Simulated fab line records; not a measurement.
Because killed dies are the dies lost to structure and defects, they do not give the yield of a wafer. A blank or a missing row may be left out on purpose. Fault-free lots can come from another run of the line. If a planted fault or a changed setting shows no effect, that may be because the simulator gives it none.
Problem report, 8D (eight disciplines) form, completed by code ; flow gf180mcu ; the parts of the form that need people (team, actions taken, sign-off) are left out

1. WHAT IS WRONG
Across 2 wafers from 2 lots, V5_W_RS at GF_V5_RS_MEAS_24 averages 0.179 ohm/sq, while fault-free wafers read 0.328 ohm/sq with a standard deviation of 0.0042. Relative to the usual mean, that is a shift of -35 standard deviations.
The step: measures by four-point-probe.
First seen on wafer L522.1, day 28 21:30, on film metro-03. The record has a number at this step for 33 wafers belonging to 11 lots. Rule for "out" (also "out of limits"): further than 4 standard deviations from the usual mean. All remaining wafers that have a number are taken as sound.

2. WHAT IT IS, AND WHAT IT ISN'T
question;is;is not
which readings at this step;V5_W_RS;-
which lots;L522, L523;L520, L521, L526, L535, L536, L537, L538, L539, L540
which wafers of those lots;L522.1, L523.1;L522.3, L522.5, L523.2, L523.5
read on which gauges;film metro-03;film metro-02
when;from day 28 21:30;"up to then (8 sound wafers); but 23 sound wafers of L523, L526, L535, L536, L537, L538, L539, L540 came after"

3. WHAT RULES OUT EACH SUSPECT
Counting: if a tool at a process step up to the reading ran every lot that is out, it stays a suspect. Sound lots after the first of them don't rule it out here, since some wafers of a struck lot are sound.
- the gauge at GF_V5_RS_MEAS_24 has been ruled out. All the wafers that are out were read on film metro-03, but those of them that GF_V5_CMP_26 has rows for are out there too, on other tools.
- cvd w-01 at GF_V5_CVD_23 (deposits W, target thk 350 nm, time 104.9 s): kept. Ran every lot that is out, first one L522 (day 28 21:23); last sound lot up to then L520 (day 27 22:27).
- The sound lot-mates ran in chamber 0 of cvd w-01 at GF_V5_CVD_23, but the wafers that are out ran in chamber 1.
Remaining after the count: cvd w-01 at GF_V5_CVD_23.

4. THE CAUSE (what the simulator had put in)
cvd w-01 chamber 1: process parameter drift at GF_V5_CVD_23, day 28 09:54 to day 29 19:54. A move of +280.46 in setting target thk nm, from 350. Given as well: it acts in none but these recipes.
Only this tool survived the counting.

5. SEQUENCE OF EFFECTS, ordered by route
Each row: a reading where the mean over the struck wafers with a number is more than 3 standard deviations away from the usual. Readings are gone through only where the record gives a usual standard deviation; hours: the median, over the lots, of the time from a lot's start at the first step in this table giving one to that lot's start at this step; sigmas: the change measured in usual standard deviations.
hours;step;reading;usual;on struck wafers;change;sigmas
0;GF_V5_RS_MEAS_24;V5_W_RS;0.328 ohm/sq;0.179;-0.149;-35
0;GF_V5_CMP_26;time to endpoint s;86 s;162;+76;+24
Its process steps:
- GF_V5_CMP_26: polishes, stops on SiO2, t overpolish 15 s, target thk 0 nm.
Readings that are blank on the struck wafers while sound wafers have them: V5_W_THK at GF_V5_THK_MEAS_25.
At these later measuring or inspecting steps, every struck wafer for which the step has a row has a number for every such reading, and none has moved that far: GF_TOP_METAL_CD_MEAS_14.

6. WHAT WOULD HAVE CAUGHT IT SOONER
In this record the first reading out of limits at a measuring or inspecting step was taken at day 28 21:30, 12 hours after the fault began at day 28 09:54.
Of the tool readings at GF_V5_CVD_23 for which the record gives a usual standard deviation, none was out on any struck wafer, so an alarm limit of 4 standard deviations on them would not have fired.
Of the lots that are out (2), L523 began GF_V5_CVD_23 on cvd w-01 after day 28 21:30. It would have been spared by a hold on the tool at that moment.
